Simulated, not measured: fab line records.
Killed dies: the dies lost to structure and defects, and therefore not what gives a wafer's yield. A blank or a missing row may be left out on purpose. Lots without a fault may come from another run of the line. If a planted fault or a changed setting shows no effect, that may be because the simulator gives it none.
Chamber matching -- flow sky130 -- SKY_METAL3_ETCH_17 on rie_diel-04 has 4 sister chambers
The step etches SiO2 in C4F8/O2/Ar, stops on TiN, time 3.9 s, target depth 15 nm. 7 wafers are shown with their chamber, then 7 later ones without.

## WAFERS, EACH WITH ITS CHAMBER
wafer,chamber,oes_product_au (a.u.)
L075.3,3,0.752
L083.5,1,0.754
L083.6,2,0.763
L091.5,1,0.767
L091.6,0,0.749
L092.3,0,0.764
L092.4,2,0.755

## WAFERS MISSING THEIR CHAMBER
wafer,oes_product_au (a.u.)
L092.6,0.768
L094.2,0.754
L094.3,0.752
L094.6,0.767
L095.2,0.757
L095.3,0.748
L095.6,0.751

## EACH ONE'S CHAMBER
wafer,from the rows above,in truth
L092.6,can't be placed: 1 or 2 or 0 or 3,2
L094.2,can't be placed: 3 or 0 or 2 or 1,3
L094.3,can't be placed: 3 or 0 or 2 or 1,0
L094.6,can't be placed: 1 or 2 or 0 or 3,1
L095.2,can't be placed: 0 or 2 or 1 or 3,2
L095.3,can't be placed: 3 or 0 or 2 or 1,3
L095.6,can't be placed: 3 or 0 or 2 or 1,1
Placed correctly: 0 of 7. Can't be placed from these rows: 7 (the true chamber is among the candidates in 7). 0 placed wrongly.
How it was worked out, from the rows above alone: a wafer's distance from a chamber is the root of the sum, over the readings, of the square of ((its reading less the chamber's mean) divided by the reading's scatter). The wafer belongs to the nearest chamber; if the next one is less than 2 further off, it can't be placed. A chamber's mean is the mean of its shown wafers. The scatter: the root of (the sum of the squares of (reading less its chamber's mean) over the shown wafers, divided by (wafers less chambers)).
